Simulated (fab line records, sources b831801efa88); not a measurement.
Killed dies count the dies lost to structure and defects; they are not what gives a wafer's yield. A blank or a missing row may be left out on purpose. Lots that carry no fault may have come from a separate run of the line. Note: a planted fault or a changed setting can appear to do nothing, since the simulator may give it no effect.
A single fault, viewed from 2 desks / flow gf180mcu / each desk holds nothing but its own numbers, with what lay behind them at the end

TOOL OWNER'S DESK, rie-metal-03
The tool's own readings at GF_M2_METAL_ETCH_16 (etches the open film in Cl2/BCl3, stops on SiO2, target depth 750.8 nm, time 129.4 s): means of the sampled wafers that have a number, for each lot that ran on this tool. Marked OUT: a lot whose mean sits more than 4 standard deviations from the usual mean, which makes it out of limits; the brackets give that distance.
Columns: A = drypump-motor-current-A at GF_M2_METAL_ETCH_16, usual 5.8 A; B = oes-product-au at GF_M2_METAL_ETCH_16, usual 0.986 a.u.; C = throttle-valve-pct at GF_M2_METAL_ETCH_16, usual 28.234 %
lot=L512; first seen here=day 19 04:02; A=5.9; B=0.983; C=28.233
lot=L518; first seen here=day 21 14:53; A=5.9; B=0.986; C=28.235
lot=L528; first seen here=day 25 02:50; A=6.0; B=0.894 (-15) OUT; C=28.328 (+9.5) OUT
lot=L532; first seen here=day 26 01:44; A=6.1; B=0.896 (-14) OUT; C=28.329 (+9.6) OUT
Finding of this desk: L528, L532 out of limits; the first was L528 at day 25 02:50, on oes-product-au at GF_M2_METAL_ETCH_16. L512, L518 stayed within limits.

AT THE METROLOGY DESK
Lot by lot, what the gauges showed, no matter which tool ran the lot: averages of those sampled wafers that carry a number. Marked OUT: a lot whose mean sits more than 4 standard deviations from the usual mean, which makes it out of limits; the brackets give that distance.
Columns: A = M2_OVL at GF_M2_OVL_MEAS_15, usual -3 nm
lot=L512; first seen here=day 19 04:01; A=-3
lot=L514; first seen here=day 19 20:09; A=-5
lot=L515; first seen here=day 20 08:43; A=-8
lot=L517; first seen here=day 21 05:37; A=-1
lot=L518; first seen here=day 21 14:52; A=1
lot=L519; first seen here=day 21 19:49; A=-8
lot=L521; first seen here=day 22 14:49; A=-6
lot=L522; first seen here=day 23 00:46; A=-4
lot=L525; first seen here=day 24 02:57; A=-1
lot=L528; first seen here=day 25 02:49; A=-6
lot=L532; first seen here=day 26 01:43; A=4
lot=L533; first seen here=day 26 10:31; A=4
lot=L534; first seen here=day 26 17:07; A=1
lot=L535; first seen here=day 27 06:22; A=-15
This desk's verdict: no lot among the 14 shows anything out of limits.

ALL TOGETHER
At day 25 02:50, on L528, L532, the tool owner's desk was in a position to raise an alarm.
At the metrology desk, nothing out of limits was observed.
The metrology desk holds a record of L528, L532, inside its limits.
All the named lots went through GF_M2_METAL_ETCH_16 on rie-metal-03.

WHAT THE SIMULATOR HAD INSERTED
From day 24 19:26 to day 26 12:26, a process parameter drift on rie-metal-03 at GF_M2_METAL_ETCH_16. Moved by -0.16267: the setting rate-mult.
Lots struck among those shown: L528, L532.
Hours from the fault's start to each desk's first reading out of limits: the tool owner's desk, 7.
